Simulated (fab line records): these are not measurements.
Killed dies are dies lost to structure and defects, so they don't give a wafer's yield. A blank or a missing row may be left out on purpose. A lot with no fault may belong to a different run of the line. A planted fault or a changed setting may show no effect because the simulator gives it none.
Struck lot and sound lot, side by side || flow sky130 || 34 steps out of a route of 708
Sound: the wafers L826.1, L826.4, L826.6. Wafers L818.2, L818.4, L818.5 were the ones struck. Last of all comes the cause.
Each step with rows lists, per side, the tool, then ch with its chambers, then its first start. Under that, the readings that differ: sound wafers || struck wafers || difference of the means || sigmas: that difference in standard deviations of wafers without a fault.
alike: readings with means less than 2 such deviations apart, plus words and numbers identical on both sides. not compared: withheld readings, readings lacking a value on some wafer, bounds such as >300 that could conceal the same value, and numbers that have no deviation in the record and whose values overlap.
The two part at a step that has a row with sigmas, a row that says differs or no value, or rows on one side only. Non-overlapping numbers with no deviation appear without sigmas and do not part them. A reading missing from all wafers of one side parts the sides only when that side holds two or more wafers.

first, 7 steps without rows for these wafers: SKY_SONOS_TUNNEL_DEVELOP_06 (develop time 60 s); SKY_SONOS_TUNNEL_IMPLANT_09; SKY_SONOS_TUNNEL_WET_ETCH_10 (etches SiO2 in dHF, target depth 14 nm, time 280 s); SKY_SONOS_TUNNEL_STRIP_11 (strips in SPM, time 600 s); SKY_SONOS_TUNNEL_CLEAN_13 (cleans in dHF, time 20 s); SKY_SONOS_ONO_OXIDATION_00 (stabilise 600 s, purge 300 s, target thk 2.6 nm); SKY_SONOS_ONO_CVD_02 (deposits Si3N4 from DCS/NH3, target thk 10.5 nm, time 180 s).
SKY_SONOS_ONO_CVD_04: deposits SiO2 from SiH4/N2O, target thk 5.7199 nm.
  sound on lpcvd-03 ch 1, day 19 05:30; struck on lpcvd-03 ch 1, day 16 15:39
{"reading": "model.SiO2_of_SONOS_ONO_CVD_04.thk_nm (nm)", "sound": "5.814 5.699 5.756", "struck": "8.253 8.314 8.237", "difference": "+2.512", "sigmas": ""}
  alike: zone_power_bottom_pct
SKY_SONOS_ONO_THK_MEAS_05:
  sound: film_metro-01 at day 19 06:45; struck: film_metro-04 at day 16 16:55
{"reading": "SONOS_ONO_CVD_04_THK (nm)", "sound": "5.77 5.69 5.76", "struck": "8.29 8.30 8.23", "difference": "+2.53", "sigmas": "+25"}
then, 23 steps without rows for these wafers: SKY_SONOS_ONO_DEHYDRATE_06 (time 60 s); SKY_SONOS_ONO_HMDS_07 (prime time 60 s); SKY_SONOS_ONO_COAT_08 (resist thk 1140 nm); SKY_SONOS_ONO_SOFTBAKE_09 (time 60 s); SKY_SONOS_ONO_EXPOSE_10 (exposes mask ONOM, target cd 410 nm); SKY_SONOS_ONO_PEB_11; SKY_SONOS_ONO_DEVELOP_12 (develop time 60 s); SKY_SONOS_ONO_ETCH_15 (etches the open film in CHF3/O2, target depth 19.52 nm, time 7.8 s); SKY_SONOS_ONO_WET_ETCH_16 (etches SiO2 in dHF, target depth 14 nm, time 280 s); SKY_SONOS_ONO_STRIP_17 (strips in O2/N2); SKY_SONOS_ONO_WET_ETCH_18 (etches Si3N4 in H3PO4, target depth 15 nm, time 172 s); SKY_GATE_OXIDE_CLEAN_00 (cleans in SC1/SC2, time 150 s); SKY_GATE_OXIDE_OXIDATION_01 (stabilise 600 s, purge 300 s, target thk 10.268 nm); SKY_GATE_OXIDE_DEHYDRATE_03 (time 60 s); SKY_GATE_OXIDE_HMDS_04 (prime time 60 s); SKY_GATE_OXIDE_COAT_05 (resist thk 1140 nm); SKY_GATE_OXIDE_SOFTBAKE_06 (time 60 s); SKY_GATE_OXIDE_EXPOSE_07 (exposes mask LVOM, target cd 600 nm); SKY_GATE_OXIDE_PEB_08; SKY_GATE_OXIDE_DEVELOP_09 (develop time 60 s); SKY_GATE_OXIDE_IMPLANT_11; SKY_GATE_OXIDE_WET_ETCH_12 (etches SiO2 in dHF, target depth 16.8 nm, time 336 s); SKY_GATE_OXIDE_STRIP_13 (strips in O2/N2).
-- the record jumps here: 3 days lie between the struck wafers' starts before and after --
SKY_GATE_OXIDE_CLEAN_15: cleans in SC1/SC2, time 150 s.
  sound on wet_bench-01 ch 2, day 21 23:36; struck on wet_bench-01 ch 1, day 19 06:31
{"reading": "model.SiO2_of_SONOS_ONO_CVD_04.thk_nm (nm)", "sound": "4.294 4.185 4.238", "struck": "6.706 6.767 6.694", "difference": "+2.483", "sigmas": ""}
-- a jump in the record: the struck wafers' starts before and after are 30 days apart (it breaks off in module GATE_OXIDE and resumes in module PAD_OPEN, where the first step shown is number 708 of the route) --
SKY_PAD_OPEN_PROBE_99:
  sound: prober-01 at day 51 00:40; struck: prober-01 at day 49 11:22
  alike: killed_at_M0_to_M3, killed_at_M4_up, killed_at_contacts, killed_at_front_end, killed_at_other, killed_dies, killed_open, killed_short

## WHERE THEY PART
Only at SKY_SONOS_ONO_THK_MEAS_05, as far as this record shows. Later steps at which nothing parts them and some readings are alike: SKY_PAD_OPEN_PROBE_99.

WHY: the cause the simulator had injected
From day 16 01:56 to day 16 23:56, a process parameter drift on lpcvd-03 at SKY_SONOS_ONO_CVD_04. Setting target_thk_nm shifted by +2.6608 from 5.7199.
